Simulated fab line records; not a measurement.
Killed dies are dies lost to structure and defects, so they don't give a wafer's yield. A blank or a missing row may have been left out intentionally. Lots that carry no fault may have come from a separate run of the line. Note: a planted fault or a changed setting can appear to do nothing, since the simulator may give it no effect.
Problem report, 8D (eight disciplines) form, completed by code    flow sky130    the parts of the form that need people (team, actions taken, sign-off) are left out

== 1. THE ISSUE ==
heater power total W at SKY_SONOS_TUNNEL_SOFTBAKE_03 reads a mean of 57.21 W on 6 wafers of 2 lots; wafers without a fault read 56.59 W with a standard deviation of 0.042. That puts it +15 standard deviations away from the usual mean.
The step: time 60 s.
The first sign was on wafer L520.1 at day 13 23:51, on litho track-03. The record has a number at this step for 42 wafers belonging to 14 lots. Rule for "out", or "out of limits": more than 4 standard deviations from the usual mean. The rest of the wafers with a number are treated as sound.

== 2. WHAT IT IS, AND WHAT IT ISN'T ==
question                     is                                  is not
which readings at this step  heater power total W, plate temp C  -
which lots                   L520, L522                          L511, L512, L514, L515, L521, L523, L527, L530, L531, L532, L533, L534
which wafers of those lots   all that have a number              -
read on which tools          litho track-03                      litho track-02, litho track-04
when                         from day 13 23:51                   up to then (12 sound wafers); but 24 sound wafers of L521, L523, L527, L530, L531, L532, L533, L534 came after

== 3. WHAT RULES OUT EACH SUSPECT ==
Counting: a tool at a process step up to the reading stays a suspect if it ran every lot that is out and no sound lot after the first of them.
- litho track-03 at SKY_SONOS_TUNNEL_SOFTBAKE_03 (time 60 s): ruled out as a lasting fault. The sound lots L532, L533 went through it after L520, its earliest lot that is out (day 13 23:51).
Left after counting: nothing in the record.

== 4. THE CAUSE (what the simulator had put in) ==
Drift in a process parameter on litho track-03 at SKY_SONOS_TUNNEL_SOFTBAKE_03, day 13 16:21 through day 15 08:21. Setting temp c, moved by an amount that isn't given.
Counting ruled it out, wrongly.

== 5. SEQUENCE OF EFFECTS, ordered by route ==
Each row: a reading where the mean over the struck wafers with a number is more than 3 standard deviations away from the usual. Readings are gone through only where the record gives a usual standard deviation; hours: the median, over the lots, of the time from a lot's start at the first step in this table giving one to that lot's start at this step; sigmas: the change measured in usual standard deviations.
hours  step                          reading               usual    on struck wafers  change  sigmas
0      SKY_SONOS_TUNNEL_SOFTBAKE_03  heater power total W  56.59 W  57.21             +0.62   +15
0      SKY_SONOS_TUNNEL_SOFTBAKE_03  plate temp C          89.97 C  90.64             +0.67   +5.6
Its process steps:
- SKY_SONOS_TUNNEL_SOFTBAKE_03: time 60 s.
At these later measuring or inspecting steps, every struck wafer for which the step has a row has a number for every such reading, and none has moved that far: SKY_SONOS_TUNNEL_OVL_MEAS_08.

== 6. WHAT WOULD HAVE CAUGHT IT SOONER ==
In this record no reading fell out of limits until day 13 23:51, 8 hours after the fault had begun at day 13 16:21.
